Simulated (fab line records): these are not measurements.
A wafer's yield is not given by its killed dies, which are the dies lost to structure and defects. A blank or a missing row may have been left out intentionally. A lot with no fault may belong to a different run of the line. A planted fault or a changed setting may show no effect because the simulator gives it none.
2 desks looking at one fault ; flow gf180mcu ; numbers are kept per desk, each desk with only its own; the story behind them comes last

== THE METROLOGY DESK ==
Means of the sampled wafers that have a number, per lot and without regard to the tool the lot ran on: this is what the gauges read. If a lot's mean is further than 4 standard deviations from the usual mean, the lot is out of limits and carries the mark OUT (the distance appears in the brackets).
Columns: A = NSD_RS at GF_PSD_RS_MEAS_14, usual 46.13 ohm/sq; B = V1_OVL at GF_V1_OVL_MEAS_15, usual 1 nm
lot;first seen here;A;B
L432;day 14 02:00;46.22;4
L433;day 15 01:33;46.12;2
L435;day 15 09:28;46.07;-13
L436;day 15 19:07;46.13;11
L437;day 15 23:21;46.14;-3
L438;day 16 04:44;46.06;6
L439;day 16 19:05;46.06;1
L440;day 17 01:06;46.23;1
L441;day 17 07:53;46.08;-7
L442;day 17 16:38;46.19;5
L444;day 18 11:43;46.18;-3
L449;day 20 07:11;46.13;-4
L453;day 21 13:56;46.12;-3
L454;day 21 17:26;46.25;-1
This desk's verdict: no lot among the 14 shows anything out of limits.

== DESK OF THE TOOL OWNER: implanter-03 ==
GF_HV_LDD_IMPLANT_48, tool's own readings: per-lot mean of the sampled wafers with a number, covering each lot this tool ran. If a lot's mean is further than 4 standard deviations from the usual mean, the lot is out of limits and carries the mark OUT (the distance appears in the brackets).
Columns: A = beamEnergyKeV at GF_HV_LDD_IMPLANT_48, usual 25.000; B = doseIonsCm2 at GF_HV_LDD_IMPLANT_48, usual 3e+13
lot;first seen here;A;B
L436;day 13 20:34;25.001;3e+13
L438;day 14 07:07;24.997;3e+13
L439;day 14 18:57;25.005;3e+13
L449;day 18 03:34;24.991;3e+13
L453;day 19 10:24;24.992;3e+13 (+32) OUT
L454;day 19 14:41;24.995;3e+13 (+31) OUT
This desk's verdict: out of limits on L453, L454, starting with L453 at day 19 10:24 (doseIonsCm2 at GF_HV_LDD_IMPLANT_48). In limits: L436, L438, L439, L449.

== TAKEN TOGETHER ==
The tool owner's desk could have raised an alarm at day 19 10:24, on L453, L454.
At the metrology desk, nothing out of limits was observed.
The metrology desk has L453, L454 on record, within its limits.
Of the lots named, all ran GF_HV_LDD_IMPLANT_48 on implanter-03.

== WHAT WAS PUT IN BY THE SIMULATOR ==
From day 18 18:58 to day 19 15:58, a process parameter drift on implanter-03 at GF_HV_LDD_IMPLANT_48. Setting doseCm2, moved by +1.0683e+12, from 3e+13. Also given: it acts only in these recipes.
Struck lots among those shown: L453, L454.
Time in hours from fault onset to the first out-of-limits reading at each desk: the tool owner's desk, 15.
